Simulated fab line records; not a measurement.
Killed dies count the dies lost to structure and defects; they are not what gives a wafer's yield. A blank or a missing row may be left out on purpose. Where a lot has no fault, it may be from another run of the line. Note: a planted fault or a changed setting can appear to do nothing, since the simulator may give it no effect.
Which tool is to blame?	flow sky130	9 lots, 27 wafers sampled, at 5 steps of a route of 708

== WHAT EACH GAUGE READ, for each wafer ==
SKY_METAL2_RS_MEAS_05: measures by four-point-probe.
lot	measured	on	METAL2_ALCU_RS (ohm/sq)
L657	day 35 13:31	film-metro-03	0.1048 0.1048 0.1264
L661	day 36 20:23	film-metro-02	0.1268 0.1257 0.1230
L665	day 38 00:49	film-metro-02	0.1267 0.1260 0.1267
L669	day 39 01:27	film-metro-02	0.1262 0.1270 0.1257
L670	day 39 12:25	film-metro-02	0.1224 0.1238 0.1221
L671	day 39 15:55	film-metro-03	0.1257 0.1248 0.1250
L673	day 40 05:47	film-metro-01	0.1300 0.1266 0.1287
L674	day 40 12:05	film-metro-01	0.1260 0.1246 0.1251
L676	day 40 17:46	film-metro-03	0.1263 0.1264 0.1253

== EACH LOT AND THE TOOL THAT RAN IT (in order: tool; ch and the chambers of the sampled wafers; start) ==
lot	SKY_METAL1_ETCH_18	SKY_METAL1_STRIP_20	SKY_VIA1_STRIP_16	SKY_METAL2_SPUTTER_02
L657	rie-metal-02 ch 0,1, day 34 08:10	plasma-asher-04 ch 0,1, day 34 08:23	plasma-asher-04 ch 0,1, day 35 12:05	pvd-sputter-01, day 35 13:23
L661	rie-metal-02 ch 0, day 35 16:04	plasma-asher-04 ch 1, day 35 16:22	plasma-asher-02 ch 0,1, day 36 18:59	pvd-sputter-03, day 36 20:18
L665	rie-metal-01 ch 0,1, day 36 20:41	plasma-asher-03 ch 0, day 36 20:50	plasma-asher-01 ch 0,1, day 37 23:26	pvd-sputter-03, day 38 00:43
L669	rie-metal-02 ch 0, day 37 20:59	plasma-asher-03 ch 0,1, day 37 21:17	plasma-asher-01 ch 0,1, day 39 00:05	pvd-sputter-02, day 39 01:22
L670	rie-metal-02 ch 0,1, day 38 08:50	plasma-asher-01 ch 0, day 38 08:59	plasma-asher-01 ch 0,1, day 39 11:02	pvd-sputter-03, day 39 12:19
L671	rie-metal-01 ch 0,1, day 38 12:30	plasma-asher-01 ch 0,1, day 38 12:39	plasma-asher-01 ch 0,1, day 39 14:32	pvd-sputter-01, day 39 15:49
L673	rie-metal-02 ch 1, day 39 02:51	plasma-asher-04 ch 0,1, day 39 03:00	plasma-asher-04 ch 0,1, day 40 04:23	pvd-sputter-02, day 40 05:40
L674	rie-metal-03 ch 0,1, day 39 08:41	plasma-asher-04 ch 0,1, day 39 08:50	plasma-asher-02 ch 1, day 40 10:20	pvd-sputter-01, day 40 11:59
L676	rie-metal-03 ch 0,1, day 39 14:17	plasma-asher-03 ch 0,1, day 39 14:26	plasma-asher-01 ch 0,1, day 40 16:23	pvd-sputter-01, day 40 17:41
- SKY_METAL1_ETCH_18: etches BARC in N2/H2, stops on SiO2, time 45.9 s, target depth 60 nm.
- SKY_METAL1_STRIP_20: strips in O2/N2.
- SKY_VIA1_STRIP_16: strips in O2/N2.
- SKY_METAL2_SPUTTER_02: material AlCu, target thk 250 nm, time 13.3 s.

== THE ANSWER, worked out from the rows above alone ==
Rule: what is usual is taken from the lots themselves. Put in order of their means at a reading, lots are off if they are a third of the lots or fewer, leave a main group of 4 or more, and stand apart from it by a gap of 3 or more times the standard deviation of the main group's means; of several such gaps the widest counts. A main group is skipped when, at the precision printed for the reading in the tables above, its means are all equal. Also off: a lot with no number at a reading for which 4 or more lots have one. Where the step has rows for the other lots, those lots are counted as sound.
Off: at SKY_METAL2_RS_MEAS_05 (METAL2_ALCU_RS), L657. For the main group the mean is 0.1257 ohm/sq and the standard deviation 0.0015.
A tool fits if, at a process step before that reading, it ran every lot that is off, and no sound lot after the first of them. Those tools and the gauges at SKY_METAL2_RS_MEAS_05 are tried in the same way. Not one of the candidates tried fits.

== WHAT THE SIMULATOR PUT IN ==
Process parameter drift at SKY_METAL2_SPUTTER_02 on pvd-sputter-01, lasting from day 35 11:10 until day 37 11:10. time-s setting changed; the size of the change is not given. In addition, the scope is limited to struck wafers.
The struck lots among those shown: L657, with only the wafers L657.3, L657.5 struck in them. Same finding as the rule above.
